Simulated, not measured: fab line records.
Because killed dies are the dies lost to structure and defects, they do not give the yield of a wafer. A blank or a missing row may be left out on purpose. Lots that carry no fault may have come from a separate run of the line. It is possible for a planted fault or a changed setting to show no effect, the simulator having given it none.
A sampling plan put to the test ; flow gf180mcu ; one fab line, 53 faults that these records tell of, each judged on the records of the lots that it struck; 1 more is left out, because the records don't allow judging it
The plan consists of the line's own looks: route steps at which the wafer is read by a gauge or an inspection but not changed. Where struck wafers have a number at a look and the file lists that look's usual mean and standard deviation on fault-free wafers, the look can be judged. Caught: at a look after the fault's first step, the mean of the struck wafers lies 4 or more of those standard deviations (sigma) from the usual mean. On the tool: the identical test, applied to the tool's own readings at the steps of the fault. Caught also covers a different recipe on the struck wafers, or a record left blank for those wafers only.

THE FAULTS, as the simulator had put them in
1. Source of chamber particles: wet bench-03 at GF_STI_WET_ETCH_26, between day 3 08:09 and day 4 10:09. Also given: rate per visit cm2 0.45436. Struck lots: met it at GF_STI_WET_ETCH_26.
2. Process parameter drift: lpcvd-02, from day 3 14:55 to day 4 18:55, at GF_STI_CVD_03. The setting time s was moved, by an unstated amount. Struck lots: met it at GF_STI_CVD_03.
3. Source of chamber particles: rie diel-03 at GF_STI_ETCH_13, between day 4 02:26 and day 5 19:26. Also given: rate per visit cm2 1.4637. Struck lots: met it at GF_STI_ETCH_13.
4. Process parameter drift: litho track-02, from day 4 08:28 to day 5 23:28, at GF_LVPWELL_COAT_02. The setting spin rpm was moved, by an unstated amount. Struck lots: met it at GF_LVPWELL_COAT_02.
5. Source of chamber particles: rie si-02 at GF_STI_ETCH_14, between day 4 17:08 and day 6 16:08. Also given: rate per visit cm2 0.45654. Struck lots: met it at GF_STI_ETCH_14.
6. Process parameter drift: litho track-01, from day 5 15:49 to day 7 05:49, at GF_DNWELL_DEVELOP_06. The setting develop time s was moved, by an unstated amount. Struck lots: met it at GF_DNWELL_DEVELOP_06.
7. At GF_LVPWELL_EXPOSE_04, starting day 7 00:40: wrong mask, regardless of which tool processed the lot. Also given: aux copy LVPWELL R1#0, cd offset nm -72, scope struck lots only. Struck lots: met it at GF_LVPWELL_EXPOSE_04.
8. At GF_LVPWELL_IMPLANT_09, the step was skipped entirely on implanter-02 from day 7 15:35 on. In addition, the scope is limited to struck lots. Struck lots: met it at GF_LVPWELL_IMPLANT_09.
9. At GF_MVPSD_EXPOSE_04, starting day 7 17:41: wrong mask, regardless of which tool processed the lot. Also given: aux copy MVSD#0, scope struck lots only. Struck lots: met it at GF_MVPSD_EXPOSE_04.
10. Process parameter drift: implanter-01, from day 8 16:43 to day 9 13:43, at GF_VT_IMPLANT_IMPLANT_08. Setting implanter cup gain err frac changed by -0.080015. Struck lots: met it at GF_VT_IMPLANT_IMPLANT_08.
11. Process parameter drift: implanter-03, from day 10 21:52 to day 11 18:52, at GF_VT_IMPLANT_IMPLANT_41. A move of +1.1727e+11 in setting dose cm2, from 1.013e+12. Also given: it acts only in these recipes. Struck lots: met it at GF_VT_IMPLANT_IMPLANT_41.
12. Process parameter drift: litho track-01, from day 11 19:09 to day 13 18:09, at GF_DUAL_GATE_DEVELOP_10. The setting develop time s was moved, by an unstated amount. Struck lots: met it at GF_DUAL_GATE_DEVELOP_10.
13. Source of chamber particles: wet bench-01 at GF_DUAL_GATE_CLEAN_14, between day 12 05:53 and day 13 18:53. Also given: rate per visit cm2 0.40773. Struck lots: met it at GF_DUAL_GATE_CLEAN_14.
14. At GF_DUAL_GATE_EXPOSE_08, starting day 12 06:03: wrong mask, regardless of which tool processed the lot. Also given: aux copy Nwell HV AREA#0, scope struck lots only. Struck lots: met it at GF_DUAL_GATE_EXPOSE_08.
15. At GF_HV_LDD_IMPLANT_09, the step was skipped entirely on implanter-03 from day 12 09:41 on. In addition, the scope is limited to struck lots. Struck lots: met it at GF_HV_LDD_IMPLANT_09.
16. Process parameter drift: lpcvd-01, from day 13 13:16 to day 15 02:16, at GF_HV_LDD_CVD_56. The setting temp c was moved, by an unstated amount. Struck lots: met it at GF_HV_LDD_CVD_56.
17. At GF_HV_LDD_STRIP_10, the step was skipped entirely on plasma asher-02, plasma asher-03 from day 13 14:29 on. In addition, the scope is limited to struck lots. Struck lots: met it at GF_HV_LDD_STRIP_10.
18. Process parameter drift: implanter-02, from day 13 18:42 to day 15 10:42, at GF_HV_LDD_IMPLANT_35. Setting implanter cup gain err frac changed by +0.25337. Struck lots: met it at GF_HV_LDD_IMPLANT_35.
19. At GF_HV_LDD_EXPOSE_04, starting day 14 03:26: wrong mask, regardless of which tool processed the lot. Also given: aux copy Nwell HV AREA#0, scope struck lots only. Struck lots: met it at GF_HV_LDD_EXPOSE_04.
20. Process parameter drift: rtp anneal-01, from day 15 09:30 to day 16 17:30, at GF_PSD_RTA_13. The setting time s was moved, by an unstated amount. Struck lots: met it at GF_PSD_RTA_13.
21. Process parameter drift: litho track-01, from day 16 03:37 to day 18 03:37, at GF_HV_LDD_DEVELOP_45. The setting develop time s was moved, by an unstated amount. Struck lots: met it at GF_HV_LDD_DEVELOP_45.
22. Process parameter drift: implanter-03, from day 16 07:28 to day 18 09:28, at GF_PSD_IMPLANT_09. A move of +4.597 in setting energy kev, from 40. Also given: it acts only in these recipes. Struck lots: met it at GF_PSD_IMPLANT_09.
23. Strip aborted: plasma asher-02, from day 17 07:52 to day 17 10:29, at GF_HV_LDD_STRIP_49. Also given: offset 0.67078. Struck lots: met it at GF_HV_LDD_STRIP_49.
24. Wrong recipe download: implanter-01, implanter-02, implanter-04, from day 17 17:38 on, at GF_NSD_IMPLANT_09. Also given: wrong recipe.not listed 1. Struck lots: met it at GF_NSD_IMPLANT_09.
25. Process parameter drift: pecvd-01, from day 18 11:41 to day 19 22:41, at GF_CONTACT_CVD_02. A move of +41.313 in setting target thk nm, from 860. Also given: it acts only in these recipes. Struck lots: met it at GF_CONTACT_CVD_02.
26. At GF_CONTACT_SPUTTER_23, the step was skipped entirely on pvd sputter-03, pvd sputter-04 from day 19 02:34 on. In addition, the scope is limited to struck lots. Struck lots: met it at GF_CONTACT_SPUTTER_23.
27. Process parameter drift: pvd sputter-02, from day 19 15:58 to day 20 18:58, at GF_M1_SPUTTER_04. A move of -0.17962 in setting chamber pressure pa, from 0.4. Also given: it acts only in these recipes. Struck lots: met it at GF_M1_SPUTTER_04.
28. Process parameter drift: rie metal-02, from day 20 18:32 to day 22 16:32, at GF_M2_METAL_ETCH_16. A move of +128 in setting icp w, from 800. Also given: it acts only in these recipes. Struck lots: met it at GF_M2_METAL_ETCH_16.
29. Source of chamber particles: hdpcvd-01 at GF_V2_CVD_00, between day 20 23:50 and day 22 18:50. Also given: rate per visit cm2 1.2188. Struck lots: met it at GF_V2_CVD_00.
30. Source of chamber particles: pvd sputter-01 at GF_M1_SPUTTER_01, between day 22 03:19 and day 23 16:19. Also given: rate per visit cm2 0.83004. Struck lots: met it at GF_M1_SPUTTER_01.
31. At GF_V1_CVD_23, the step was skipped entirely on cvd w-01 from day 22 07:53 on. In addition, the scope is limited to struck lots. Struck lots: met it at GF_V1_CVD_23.
32. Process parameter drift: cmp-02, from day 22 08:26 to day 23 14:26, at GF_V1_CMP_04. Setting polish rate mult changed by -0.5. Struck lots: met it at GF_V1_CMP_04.
33. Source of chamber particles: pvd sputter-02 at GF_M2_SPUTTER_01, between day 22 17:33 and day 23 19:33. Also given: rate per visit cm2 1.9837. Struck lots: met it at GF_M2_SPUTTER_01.
34. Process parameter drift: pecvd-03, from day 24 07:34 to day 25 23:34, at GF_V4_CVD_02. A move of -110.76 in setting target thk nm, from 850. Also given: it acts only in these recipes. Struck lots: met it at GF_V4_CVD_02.
35. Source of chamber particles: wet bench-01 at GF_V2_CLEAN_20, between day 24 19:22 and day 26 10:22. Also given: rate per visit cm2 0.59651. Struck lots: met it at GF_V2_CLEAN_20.
36. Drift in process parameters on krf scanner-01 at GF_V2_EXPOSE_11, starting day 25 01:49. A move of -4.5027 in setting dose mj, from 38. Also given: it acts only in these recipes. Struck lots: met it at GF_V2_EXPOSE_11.
37. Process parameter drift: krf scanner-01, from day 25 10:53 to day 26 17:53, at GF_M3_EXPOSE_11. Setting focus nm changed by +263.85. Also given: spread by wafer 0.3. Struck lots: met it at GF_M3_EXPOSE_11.
38. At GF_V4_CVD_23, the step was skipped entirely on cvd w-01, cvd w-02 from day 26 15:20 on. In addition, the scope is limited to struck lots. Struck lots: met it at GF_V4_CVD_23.
39. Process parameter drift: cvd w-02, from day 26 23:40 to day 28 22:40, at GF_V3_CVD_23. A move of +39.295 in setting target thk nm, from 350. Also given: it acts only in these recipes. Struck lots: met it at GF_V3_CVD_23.
40. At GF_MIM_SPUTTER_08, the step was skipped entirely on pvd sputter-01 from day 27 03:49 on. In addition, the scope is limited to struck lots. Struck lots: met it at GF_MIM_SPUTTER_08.
41. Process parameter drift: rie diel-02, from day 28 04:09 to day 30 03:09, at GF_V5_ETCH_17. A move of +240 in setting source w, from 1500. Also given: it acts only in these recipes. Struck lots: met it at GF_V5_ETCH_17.
42. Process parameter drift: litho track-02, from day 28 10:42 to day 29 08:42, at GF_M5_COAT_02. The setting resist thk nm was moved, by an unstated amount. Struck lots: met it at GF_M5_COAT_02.
43. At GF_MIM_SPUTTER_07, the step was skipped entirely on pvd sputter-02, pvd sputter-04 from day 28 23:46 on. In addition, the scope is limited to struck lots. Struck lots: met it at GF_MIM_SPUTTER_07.
44. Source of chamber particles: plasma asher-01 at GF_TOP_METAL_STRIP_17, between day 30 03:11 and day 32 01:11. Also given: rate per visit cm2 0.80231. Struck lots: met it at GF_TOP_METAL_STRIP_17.
45. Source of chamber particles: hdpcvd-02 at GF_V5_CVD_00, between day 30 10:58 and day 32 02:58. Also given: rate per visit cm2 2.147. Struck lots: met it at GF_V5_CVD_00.
46. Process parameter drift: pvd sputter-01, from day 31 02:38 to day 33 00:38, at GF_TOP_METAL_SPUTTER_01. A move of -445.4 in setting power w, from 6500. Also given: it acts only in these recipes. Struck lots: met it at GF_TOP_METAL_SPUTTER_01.
47. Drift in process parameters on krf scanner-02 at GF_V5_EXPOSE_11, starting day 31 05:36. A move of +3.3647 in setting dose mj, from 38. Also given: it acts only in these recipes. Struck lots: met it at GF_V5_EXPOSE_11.
48. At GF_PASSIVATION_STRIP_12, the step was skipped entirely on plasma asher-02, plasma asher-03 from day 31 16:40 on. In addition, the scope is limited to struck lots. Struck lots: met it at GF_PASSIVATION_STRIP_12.
49. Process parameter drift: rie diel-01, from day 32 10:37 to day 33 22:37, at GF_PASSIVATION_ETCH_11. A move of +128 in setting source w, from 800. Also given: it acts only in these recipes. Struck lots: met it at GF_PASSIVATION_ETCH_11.
50. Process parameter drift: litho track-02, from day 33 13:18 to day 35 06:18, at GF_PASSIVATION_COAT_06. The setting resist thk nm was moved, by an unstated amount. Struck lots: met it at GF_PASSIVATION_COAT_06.
51. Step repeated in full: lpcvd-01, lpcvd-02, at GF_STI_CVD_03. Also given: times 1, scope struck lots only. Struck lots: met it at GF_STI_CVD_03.
52. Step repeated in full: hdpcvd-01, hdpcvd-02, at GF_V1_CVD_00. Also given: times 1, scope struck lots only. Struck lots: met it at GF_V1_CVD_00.
53. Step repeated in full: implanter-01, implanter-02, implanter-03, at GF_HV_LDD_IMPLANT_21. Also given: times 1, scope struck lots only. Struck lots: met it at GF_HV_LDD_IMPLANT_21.

WHAT THE PLAN SAW
fault;on the tool itself;first look that catches it;reading, sigma;median hours from its first step to that look;hours from the fault's start to the first struck lot there;judged looks passed uncaught
1;no reading that can be judged;none of the 2 looks that can be judged after it;-;-;-;2
2;under 2 sigma;GF_STI_THK_MEAS_04;STI_CVD_03_THK -48;2.0;7;0
3;under 2 sigma;not the one look that can be judged after it;-;-;-;1
4;spin speed rpm -99 or beyond sigma;not the one look that can be judged after it;-;-;-;1
5;under 2 sigma;no look after it can be judged;-;-;-;0
6;no reading that can be judged;none of the 2 looks that can be judged after it;-;-;-;2
7;under 2 sigma;no look after it can be judged;-;-;-;0
8;the tool's record is blank for the struck wafers;GF_LVPWELL_TW_MEAS_11;LVPWELL_TW -13;0.2;2;0
9;no reading that can be judged;GF_MVPSD_TW_MEAS_11;MVPSD_TW -99 or beyond;7.5;10;0
10;beam on s +5.1 sigma;GF_VT_IMPLANT_TW_MEAS_10;VT_IMPLANT_TW +4.3;0.2;4;0
11;dose ions cm2 +99 or beyond sigma;GF_VT_IMPLANT_TW_MEAS_43;VT_IMPLANT_4_TW +4.1;0.2;4;0
12;no reading that can be judged;no look after it can be judged;-;-;-;0
13;no reading that can be judged;not the one look that can be judged after it;-;-;-;1
14;under 2 sigma;no look after it can be judged;-;-;-;0
15;the tool's record is blank for the struck wafers;GF_HV_LDD_TW_MEAS_11;HV_LDD_TW -99 or beyond;0.2;1;0
16;susceptor temp C -17 sigma;GF_HV_LDD_THK_MEAS_57;HV_LDD_CVD_56_THK -11;1.4;5;0
17;the tool's record is blank for the struck wafers;GF_HV_LDD_TW_MEAS_23;HV_LDD_2_TW -99 or beyond;21.0;22;0
18;faraday current uA +13 sigma;not the one look that can be judged after it;strongest: HV_LDD_RS at GF_HV_LDD_RS_MEAS_53, +3.3;-;-;1
19;under 2 sigma;GF_HV_LDD_TW_MEAS_11;HV_LDD_TW -99 or beyond;10.0;13;0
20;run length s +20 sigma;GF_PSD_RS_MEAS_14;NSD_RS -27;0.1;4;0
21;under 2 sigma;GF_HV_LDD_CD_MEAS_46;cd nm -47;0.1;7;0
22;beam energy keV +99 or beyond sigma;GF_PSD_RS_MEAS_15;PSD_RS -19;0.6;19;1
23;oes product au +41 sigma;no look after it can be judged;-;-;-;0
24;under 2 sigma;not the one look that can be judged after it;-;-;-;1
25;under 2 sigma;GF_CONTACT_THK_MEAS_03;CONTACT_CVD_02_THK +4.0;0.1;12;0
26;the tool's record is blank for the struck wafers;no look after it can be judged;-;-;-;0
27;chamber pressure pa -99 or beyond sigma;no look after it can be judged;-;-;-;0
28;rf fwd power W +53 sigma;no look after it can be judged;-;-;-;0
29;no reading that can be judged;none of the 2 looks that can be judged after it;-;-;-;2
30;under 2 sigma;no look after it can be judged;-;-;-;0
31;the tool's record is blank for the struck wafers;GF_V1_RS_MEAS_24;V1_W_RS +99 or beyond;0.1;4;0
32;time to endpoint s +5.4 sigma;no look after it can be judged;-;-;-;0
33;under 2 sigma;not the one look that can be judged after it;-;-;-;1
34;under 2 sigma;GF_V4_THK_MEAS_03;V4_CVD_02_THK -11;0.1;3;0
35;no reading that can be judged;not the one look that can be judged after it;-;-;-;1
36;exposure dose mJ cm2 -44 sigma;GF_V2_CD_MEAS_14;cd nm -12;10.4;12;0
37;under 2 sigma;GF_M3_CD_MEAS_14;cd nm -17;10.3;22;0
38;the tool's record is blank for the struck wafers;GF_V4_RS_MEAS_24;V4_W_RS +99 or beyond;0.1;11;0
39;under 2 sigma;GF_V3_RS_MEAS_24;V3_W_RS -6.8;0.1;8;0
40;the tool's record is blank for the struck wafers;GF_MIM_RS_MEAS_10;MIM_ALCU_RS +99 or beyond;0.1;1;0
41;rf fwd power W +50 sigma;no look after it can be judged;-;-;-;0
42;under 2 sigma;no look after it can be judged;-;-;-;0
43;the tool's record is blank for the struck wafers;no look after it can be judged;-;-;-;0
44;under 2 sigma;not the one look that can be judged after it;-;-;-;1
45;no reading that can be judged;no look after it can be judged;-;-;-;0
46;cathode dc power W -99 or beyond sigma;no look after it can be judged;-;-;-;0
47;exposure dose mJ cm2 +29 sigma;GF_V5_CD_MEAS_14;cd nm +9.8;8.5;10;0
48;the tool's record is blank for the struck wafers;no look after it can be judged;-;-;-;0
49;rf fwd power W +58 sigma;no look after it can be judged;-;-;-;0
50;under 2 sigma;no look after it can be judged;-;-;-;0
51;under 2 sigma;GF_STI_THK_MEAS_04;STI_CVD_03_THK +99 or beyond;4.2;-;0
52;no reading that can be judged;GF_V1_THK_MEAS_01;V1_CVD_00_THK +96;0.3;-;0
53;no reading that can be judged;GF_HV_LDD_TW_MEAS_23;HV_LDD_2_TW +30;0.6;-;0
A dash: this means the fault isn't caught or the number doesn't appear in these records.

Caught at a look: 24 of 53. Caught on the tool: 25 of 53. By one or the other: 36 of 53.
Faults caught by the tool alone: 4, 18, 23, 26, 27, 28, 32, 41, 43, 46, 48, 49.
Caught at a look alone: faults 2, 9, 19, 21, 25, 34, 37, 39, 51, 52, 53.
Caught by neither: faults 1, 3, 5, 6, 7, 12, 13, 14, 24, 29, 30, 33, 35, 42, 44, 45, 50.

THINNER SAMPLING
Were the look that catches a fault to measure just every second or every third lot (counted by lot number), the first struck lot would, at worst, be measured this late:
fault;struck lots at that look, in order of time;every lot;every second lot;every third lot
2;L502, L503, L505;7 h;7 h;may miss all 3
8;L232, L233;2 h;12 h;may miss all 2
9;L105;10 h;may miss it;may miss it
10;L158, L159;4 h;9 h;may miss all 2
11;L406, L407;4 h;9 h;may miss all 2
15;L268, L270;1 h;may miss all 2;may miss all 2
16;L157, L158;5 h;17 h;may miss all 2
17;L971, L973, L974;22 h;33 h;may miss all 3
19;L300;13 h;may miss it;may miss it
20;L767, L768;4 h;16 h;may miss all 2
21;L192, L195;7 h;26 h;may miss all 2
22;L149, L150;19 h;40 h;may miss all 2
25;L294, L296;12 h;may miss all 2;may miss all 2
31;L931, L930;4 h;7 h;may miss all 2
34;L469, L470;3 h;9 h;may miss all 2
36;L422, L423;12 h;23 h;may miss all 2
37;L789, L791;22 h;may miss all 2;may miss all 2
38;L534, L535, L536;11 h;12 h;32 h
39;L532, L535;8 h;22 h;may miss all 2
40;L518, L519, L521;1 h;21 h;may miss all 3
47;L949, L951;10 h;may miss all 2;may miss all 2
Hours are from the fault's start to the first struck lot that is measured. Since the struck wafers were tested as one group against 4 sigma, a single lot by itself may lie under the limit. Other struck lots may not be in these records.

THE LONGEST TIMED WAY FROM STEP TO LOOK
For fault 17, GF_HV_LDD_STRIP_10 and GF_HV_LDD_TW_MEAS_23 are separated by a median of 21.0 hours. No look between them can be judged.
